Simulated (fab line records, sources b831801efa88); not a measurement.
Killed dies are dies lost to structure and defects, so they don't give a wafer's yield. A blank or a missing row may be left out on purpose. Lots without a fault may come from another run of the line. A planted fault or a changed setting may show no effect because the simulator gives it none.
Problem report in the 8D (eight disciplines) form, filled by code | flow gf180mcu | the parts of the form that need people (team, actions taken, sign-off) are left out

1. THE PROBLEM
run_length_s at GF_M4_METAL_ETCH_16 reads a mean of 183.4 s on 2 wafers of 2 lots; wafers without a fault read 153.7 s with a standard deviation of 1.1. That is +27 standard deviations from the usual mean.
The step: etches the open film in Cl2/BCl3, stops on SiO2, target depth 750.8 nm, time 125.1 s.
First seen on wafer L607.4, day 25 00:22, on rie_metal-03. The record holds 33 wafers of 11 lots with a number at this step. Rule for "out", or "out of limits": more than 4 standard deviations from the usual mean. The other wafers with a number count as sound.

2. WHAT IT IS AND WHAT IT IS NOT
question                    | is                                               | is not
which readings at this step | run_length_s, oes_product_au, throttle_valve_pct | drypump_motor_current_A
which lots                  | L607, L609                                       | L603, L608, L610, L617, L620, L621, L622, L623, L625
which wafers of those lots  | L607.4, L609.4                                   | L607.3, L607.6, L609.2, L609.3
read on which tools         | rie_metal-03                                     | rie_metal-02, rie_metal-04
when                        | from day 25 00:22                                | up to then (5 sound wafers); but 26 sound wafers of L608, L609, L610, L617, L620, L621, L622, L623, L625 came after

3. SUSPECTS, AND WHAT RULES EACH OUT
Counting: a tool at a process step up to the reading stays a suspect if it ran every lot that is out. Sound lots after the first of them don't rule it out here, since some wafers of a struck lot are sound.
- pvd_sputter-03 at GF_M4_SPUTTER_03 (material Ti, target thk 10 nm, time 6.7 s): kept. It ran every lot that is out, first L607 (day 24 01:40).
- rie_metal-03 at GF_M4_METAL_ETCH_16 (etches the open film in Cl2/BCl3, stops on SiO2, target depth 750.8 nm, time 125.1 s): kept. It ran every lot that is out, first L607 (day 25 00:22); its last sound lot up to then is L603 (day 23 15:42). Its own readings are out on those wafers: oes_product_au, run_length_s, throttle_valve_pct.
- Within rie_metal-03 at GF_M4_METAL_ETCH_16: the wafers that are out ran in chamber 0; their sound lot-mates ran in chamber 1.
Left after counting: pvd_sputter-03 at GF_M4_SPUTTER_03, rie_metal-03 at GF_M4_METAL_ETCH_16.

4. THE CAUSE (what the simulator had put in)
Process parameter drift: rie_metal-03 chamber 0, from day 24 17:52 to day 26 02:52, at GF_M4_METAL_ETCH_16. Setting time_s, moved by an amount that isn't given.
Counting left 2 suspects, and this tool is among them.

5. THE CHAIN OF EFFECTS, in route order
Each row: a reading whose mean over the struck wafers that have a number lies more than 3 standard deviations from the usual. Only readings for which the record gives a usual standard deviation are gone through. hours: the time from each lot's start at the first step in this table that gives one to its start at this step, as a median over the lots. sigmas: the change in usual standard deviations.
hours | step                | reading                  | usual      | on struck wafers | change | sigmas
0     | GF_M4_METAL_ETCH_16 | oes_product_au           | 0.990 a.u. | 0.886            | -0.104 | -18
0     | GF_M4_METAL_ETCH_16 | run_length_s             | 153.7 s    | 183.4            | +29.7  | +27
0     | GF_M4_METAL_ETCH_16 | throttle_valve_pct       | 28.231 %   | 28.357           | +0.126 | +14
0     | GF_M4_STRIP_17      | oes_product_au           | 0.538 a.u. | 0.512            | -0.026 | -5.1
0     | GF_M4_STRIP_17      | strip_time_to_endpoint_s | 7.39 s     | 6.76             | -0.63  | -13
The process steps in it:
- GF_M4_METAL_ETCH_16: etches the open film in Cl2/BCl3, stops on SiO2, target depth 750.8 nm, time 125.1 s.
- GF_M4_STRIP_17: strips in O2/N2.

6. WHAT WOULD HAVE CAUGHT IT SOONER
In this record the first reading out of limits was taken at day 25 00:22, 6 hours after the fault began at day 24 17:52.
